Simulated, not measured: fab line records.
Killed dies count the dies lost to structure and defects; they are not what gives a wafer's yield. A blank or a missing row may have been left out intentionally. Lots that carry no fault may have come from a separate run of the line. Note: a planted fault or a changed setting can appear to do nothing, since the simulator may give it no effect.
Which tool is to blame?    flow gf180mcu    Sampling: 12 lots, 36 wafers, 4 of 602 route steps

WHAT THE GAUGES SHOWED, per wafer
GF_PASSIVATION_THK_MEAS_01.
lot   measured      on            PASSIVATION_CVD_00_THK (nm)
L500  day 28 05:05  filmMetro-03  990 999 1014
L503  day 29 04:08  filmMetro-02  983 1007 1006
L504  day 29 18:26  filmMetro-03  985 993 996
L506  day 30 09:47  filmMetro-03  968 1005 1003
L507  day 30 15:04  filmMetro-03  1009 1001 1028
L508  day 31 06:28  filmMetro-03  1003 1010 1004
L509  day 31 10:22  filmMetro-02  992 1009 1013
L510  day 31 12:26  filmMetro-01  982 1014 1010
L511  day 32 03:37  filmMetro-01  986 1002 1013
L512  day 32 05:44  filmMetro-01  999 995 1012
L522  day 34 12:18  filmMetro-01  998 1007 1018
L523  day 34 14:02  filmMetro-03  978 1001 1004

EACH LOT AND THE TOOL THAT RAN IT (in order: tool; ch and the chambers of the sampled wafers; start)
lot   GF_M2_STRIP_17                       GF_V5_STRIP_18                       GF_TOP_METAL_SPUTTER_00
L500  plasmaAsher-02 ch 0,1, day 19 08:10  plasmaAsher-03 ch 0,1, day 27 06:20  pvdSputter-03, day 27 07:34
L503  plasmaAsher-02 ch 0,1, day 20 11:41  plasmaAsher-02 ch 0,1, day 28 05:34  pvdSputter-03, day 28 07:08
L504  plasmaAsher-03 ch 0,1, day 21 02:06  plasmaAsher-02 ch 0,1, day 28 20:29  pvdSputter-02, day 28 21:50
L506  plasmaAsher-03 ch 0,1, day 21 19:56  plasmaAsher-03 ch 0,1, day 29 12:44  pvdSputter-03, day 29 13:55
L507  plasmaAsher-02 ch 0,1, day 22 06:12  plasmaAsher-02 ch 0,1, day 29 17:49  pvdSputter-03, day 29 19:10
L508  plasmaAsher-03 ch 0,1, day 22 18:48  plasmaAsher-03 ch 0,1, day 30 07:28  pvdSputter-02, day 30 12:17
L509  plasmaAsher-02 ch 0,1, day 23 03:15  plasmaAsher-02 ch 0,1, day 30 12:02  pvdSputter-03, day 30 15:17
L510  plasmaAsher-01 ch 0,1, day 23 09:11  plasmaAsher-01 ch 0,1, day 30 15:53  pvdSputter-03, day 30 17:04
L511  plasmaAsher-02 ch 0,1, day 24 01:55  plasmaAsher-02 ch 0, day 31 07:19    pvdSputter-04, day 31 08:32
L512  plasmaAsher-02 ch 0,1, day 24 08:57  plasmaAsher-01 ch 0,1, day 31 10:19  pvdSputter-02, day 31 11:44
L522  plasmaAsher-03 ch 0,1, day 27 05:05  plasmaAsher-02 ch 0,1, day 33 18:34  pvdSputter-02, day 33 19:48
L523  plasmaAsher-02 ch 0,1, day 27 10:10  plasmaAsher-02 ch 0,1, day 33 20:01  pvdSputter-04, day 33 21:16
- GF_M2_STRIP_17: strips in O2/N2.
- GF_V5_STRIP_18: strips in O2/N2.
- GF_TOP_METAL_SPUTTER_00: material Ti, target thk 37.5 nm, time 150 s.

AS READ BY THE TOOLS THEMSELVES (means over the sampled wafers that have a number; for cases with no such wafer, the mark the record gives instead)
GF_M2_STRIP_17.
lot   tool            drypumpMotorCurrentA (A)  heaterPowerW (W)  n2FlowSccm (sccm)  oesProductAu (a.u.)  stripTimeToEndpointS (s)
L500  plasmaAsher-02  5.7                       315               299.7              0.557                7.83
L503  plasmaAsher-02  6.0                       343               299.7              0.556                7.86
L504  plasmaAsher-03  5.6                       350               301.0              0.556                7.87
L506  plasmaAsher-03  5.8                       331               299.5              0.560                7.90
L507  plasmaAsher-02  6.0                       346               300.0              0.560                7.92
L508  plasmaAsher-03  5.8                       328               300.3              0.558                7.92
L509  plasmaAsher-02  5.7                       313               299.4              0.557                7.89
L510  plasmaAsher-01  5.5                       329               299.3              0.562                7.90
L511  plasmaAsher-02  6.0                       338               300.1              0.561                7.89
L512  plasmaAsher-02  6.0                       338               299.5              0.558                7.89
L522  plasmaAsher-03  5.8                       320               299.2              0.556                7.87
L523  plasmaAsher-02  6.0                       342               298.9              0.555                7.82

GF_V5_STRIP_18.
lot   tool            drypumpMotorCurrentA (A)  heaterPowerW (W)  n2FlowSccm (sccm)  oesProductAu (a.u.)
L500  plasmaAsher-03  5.8                       325               300.1              0.571
L503  plasmaAsher-02  6.1                       343               300.1              0.576
L504  plasmaAsher-02  5.7                       315               299.8              0.573
L506  plasmaAsher-03  5.6                       347               300.1              0.567
L507  plasmaAsher-02  6.0                       338               299.1              0.573
L508  plasmaAsher-03  5.6                       345               299.3              0.563
L509  plasmaAsher-02  5.7                       312               300.5              0.572
L510  plasmaAsher-01  5.5                       332               300.4              0.571
L511  plasmaAsher-02  6.4                       366               300.1              0.571
L512  plasmaAsher-01  5.8                       319               299.6              0.568
L522  plasmaAsher-02  5.7                       306               300.0              0.567
L523  plasmaAsher-02  6.0                       340               300.0              0.565

GF_TOP_METAL_SPUTTER_00.
lot   tool           substrateTempC (C)  throttleValvePct (%)
L500  pvdSputter-03  200.21              31.3
L503  pvdSputter-03  199.91              29.9
L504  pvdSputter-02  200.00              31.1
L506  pvdSputter-03  199.95              30.7
L507  pvdSputter-03  200.14              30.5
L508  pvdSputter-02  199.97              30.3
L509  pvdSputter-03  200.15              30.4
L510  pvdSputter-03  200.01              30.5
L511  pvdSputter-04  200.23              30.5
L512  pvdSputter-02  200.28              30.0
L522  pvdSputter-02  199.96              30.7
L523  pvdSputter-04  200.15              29.6

THE ANSWER, worked out from the rows above alone
Rule: the lots themselves supply what counts as usual. The widest of any qualifying gaps counts: lots, ordered by their means at a reading, are off when they make up no more than a third of the lots, leave a main group of 4 or more, and stand apart from it by 3 or more times the standard deviation of that group's means. Not used: any main group whose means are identical at the precision the tables above print for the reading. A lot without any number at a reading at which 4 lots or more have one is off too. The other lots that the step has rows for count as sound. First the gauges in route order, then the tools' own readings, where a lot's mean is used as printed above. The first step at which some lot is off is used, and at that step the reading that is off furthest; a lot without a number counts as furthest.
No lot is off on any of the readings shown, so nothing can be concluded from this.

WHAT HAD BEEN PUT IN BY THE SIMULATOR
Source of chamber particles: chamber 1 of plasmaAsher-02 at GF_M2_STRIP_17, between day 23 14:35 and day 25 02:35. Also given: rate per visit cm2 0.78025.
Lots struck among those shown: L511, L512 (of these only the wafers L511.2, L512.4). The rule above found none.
